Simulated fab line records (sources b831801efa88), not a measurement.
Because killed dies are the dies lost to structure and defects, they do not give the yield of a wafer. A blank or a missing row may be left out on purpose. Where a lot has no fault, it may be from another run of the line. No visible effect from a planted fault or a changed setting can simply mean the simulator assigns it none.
A lot that was struck, set against a sound lot || flow sky130 || 14 steps out of a route of 708
Sound: wafers L288.3, L288.4, L288.5. The struck wafers were L295.1, L295.2, L295.3. At the end, the cause is stated.
At each step with rows: each side's tool, then ch and its chambers, then its first start. Under that, the readings that differ: sound wafers || struck wafers || difference of the means || sigmas: that difference in standard deviations of wafers without a fault.
alike: readings whose means differ by less than 2 such deviations, and words and numbers that are the same on both sides. not compared: withheld readings, readings that some wafer has no value for, bounds like >300 that may hide the same value, and numbers for which the record gives no deviation and whose values overlap.
A row with sigmas, a row that says differs or no value, or rows on one side alone: a step with any of these is where the two part. When numbers do not overlap yet have no deviation, they are printed without sigmas and do not part them. A reading missing from all wafers of one side parts the sides only when that side holds two or more wafers.

first, 2 steps without rows for these wafers: SKY_VIA4_PEB_09; SKY_VIA4_DEVELOP_10 (develop time 60 s).
SKY_VIA4_OVL_MEAS_11:
  sound: overlay-01 at day 43 00:04; struck: overlay-02 at day 44 21:01
{"reading": "VIA4_OVL (nm)", "sound": "-1.2 -3.5 -2.3", "struck": "1.4 1.3 0.8", "difference": "+3.5", "sigmas": "+3"}
SKY_VIA4_ETCH_12: etches SiO2 in C4F8/O2/Ar, stops on TiN, target depth 580 nm.
  sound on rie diel-04 ch 0,1,3, day 43 00:05; struck on rie diel-01 ch 0,1,3, day 44 21:02
  alike: oes product au
SKY_VIA4_STRIP_13: strips in O2/N2.
  sound on plasma asher-01 ch 0,1, day 43 00:12; struck on plasma asher-04 ch 0,1, day 44 21:07
  alike: drypump motor current A, o2 flow sccm, oes product au, strip time to endpoint s
  not compared: rf hours counter h
then, 3 steps without rows for these wafers: SKY_VIA4_STRIP_14 (strips in post etch residue remover, time 1200 s); SKY_VIA4_CLEAN_15 (cleans in IPA, time 180 s); SKY_VIA4_CLEAN_16 (cleans in O3/DIW).
SKY_VIA4_SPUTTER_17: material TiN, target thk 20 nm, time 80 s.
  sound: pvd sputter-03 at day 43 00:46; struck: pvd sputter-04 at day 44 21:43
  alike: throttle valve pct
SKY_VIA4_CVD_18: deposits W, target thk 505 nm, time 152.14 s.
  sound on cvd w-01 ch 0,1, day 43 00:52; struck on cvd w-02 ch 0,1, day 44 21:46
  alike: heater power w
SKY_VIA4_RS_MEAS_19: uses a four-point probe to measure.
  sound: film metro-04 at day 43 01:01; struck: film metro-04 at day 44 21:55
  alike: VIA4_W_RS
SKY_VIA4_THK_MEAS_20: measures by xrf.
  sound: film metro-04 at day 43 01:07; struck: film metro-04 at day 44 22:02
  alike: VIA4_W_THK
SKY_VIA4_CMP_21: polishes, stops on SiO2, t overpolish 25 s, target thk 0 nm.
  sound on cmp-01 ch 1,2, day 43 01:12; struck on cmp-02 ch 0,1,2, day 44 22:06
  no value came back on the struck wafers for any of 5 readings (edge zone pressure frac, head pressure psi (psi) and others); on the sound wafers edge zone pressure frac reads 0.997 0.999 1.002
{"reading": "model.W_of_VIA4_CVD_18.thk nm (nm)", "sound": "0 0 0", "struck": "514 507.6 511.1", "difference": "+511", "sigmas": ""}
{"reading": "model.SiO2_of_VIA4_HDPCVD_00.thk nm (nm)", "sound": "577.5 574.3 575.7", "struck": "579.5 580.6 580.9", "difference": "+4.5", "sigmas": ""}
-- the record jumps here: 3 days lie between the struck wafers' starts before and after (it left off in module VIA4 and takes up again in module PAD_OPEN, whose first step shown is number 708 of the route) --
SKY_PAD_OPEN_PROBE_99:
  sound: prober-01 at day 45 22:01; struck: prober-02 at day 47 18:29
{"reading": "hold", "sound": "- - -", "struck": "await dispo/1.9h/scrap await dispo/1.9h/scrap await dispo/1.9h/scrap", "difference": "no value on the sound wafers", "sigmas": ""}
{"reading": "defect limited yield (%)", "sound": "80.9 83.1 85.4", "struck": "0 0 0", "difference": -83, "sigmas": -42}
{"reading": "killed_at_M4_up", "sound": "4 2 3", "struck": "403 390 425", "difference": "+403", "sigmas": "+99 or more"}
{"reading": "killed dies", "sound": "94 83 72", "struck": "492 492 492", "difference": "+409", "sigmas": "+43"}
{"reading": "killed on rim", "sound": "21 17 19", "struck": "96 96 96", "difference": "+77", "sigmas": "+18"}
{"reading": "sort_bin_3_pad_short (%)", "sound": "1.8 0.8 0.4", "struck": "82.3 79.1 85.8", "difference": "+81.4", "sigmas": "+99 or more"}
{"reading": "sort n pass", "sound": "398 409 420", "struck": "0 0 0", "difference": -409, "sigmas": -43}
{"reading": "sort yield pct (%)", "sound": "80.9 83.1 85.4", "struck": "0 0 0", "difference": -83, "sigmas": -42}
  alike: killed_at_M0_to_M3, killed at contacts, killed at front end, killed at other, killed open, killed short, sort_bin_5_function, sort_bin_6_memory

== WHERE THEY PART ==
Last at SKY_PAD_OPEN_PROBE_99 as far as this record goes, first at SKY_VIA4_OVL_MEAS_11.

WHY: whatever the simulator had introduced
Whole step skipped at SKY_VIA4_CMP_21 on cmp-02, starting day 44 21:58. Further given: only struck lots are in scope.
